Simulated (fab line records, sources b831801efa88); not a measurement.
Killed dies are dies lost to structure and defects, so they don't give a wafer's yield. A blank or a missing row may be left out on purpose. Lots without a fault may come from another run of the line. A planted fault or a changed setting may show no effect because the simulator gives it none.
Which tool did it? | flow gf180mcu | 6 lots, 18 wafers sampled, at 3 steps of a route of 602

WHAT THE GAUGES READ, wafer by wafer
GF_V5_OVL_MEAS_15.
lot  | measured     | on         | V5_OVL (nm)
L620 | day 28 07:44 | overlay-02 | 9 4 4
L623 | day 29 05:19 | overlay-02 | 5 1 6
L626 | day 29 23:03 | overlay-02 | 0 2 -6
L633 | day 32 00:55 | overlay-01 | 7 3 9
L635 | day 32 11:59 | overlay-02 | 5 1 6
L638 | day 33 03:09 | overlay-01 | 0 3 1

WHICH TOOL RAN EACH LOT (tool, then ch and the chambers of the sampled wafers, then the start)
lot  | GF_V1_CVD_23                  | GF_M5_ETCH_09
L620 | cvd_w-01 ch 0,1, day 19 14:05 | rie_diel-04 ch 0,1,3, day 27 11:08
L623 | cvd_w-02 ch 0, day 20 16:57   | rie_diel-02 ch 0,2, day 28 09:31
L626 | cvd_w-02 ch 0,1, day 21 13:20 | rie_diel-02 ch 0,3, day 29 02:53
L633 | cvd_w-01 ch 0,1, day 24 04:16 | rie_diel-04 ch 1,2,3, day 31 06:08
L635 | cvd_w-01 ch 0,1, day 24 20:14 | rie_diel-01 ch 1,2,3, day 31 17:32
L638 | cvd_w-02 ch 0,1, day 25 18:07 | rie_diel-04 ch 0,1,3, day 32 10:28
- GF_V1_CVD_23: deposits W, target thk 350 nm, time 105.05 s.
- GF_M5_ETCH_09: etches Si3N4 in CF4/O2, target depth 52 nm, time 11.6 s.

THE ANSWER, worked out from the rows above alone
Rule: what is usual is taken from the lots themselves. Put in order of their means at a reading, lots are off if they are a third of the lots or fewer, leave a main group of 4 or more, and stand apart from it by a gap of 3 or more times the standard deviation of the main group's means; of several such gaps the widest counts. A main group whose means are all the same, to the digits that the tables above print for the reading, isn't used. A lot without any number at a reading at which 4 lots or more have one is off too. The other lots that the step has rows for count as sound.
No lot is off at any reading shown: from this, nothing can be told.

WHAT THE SIMULATOR HAD PUT IN
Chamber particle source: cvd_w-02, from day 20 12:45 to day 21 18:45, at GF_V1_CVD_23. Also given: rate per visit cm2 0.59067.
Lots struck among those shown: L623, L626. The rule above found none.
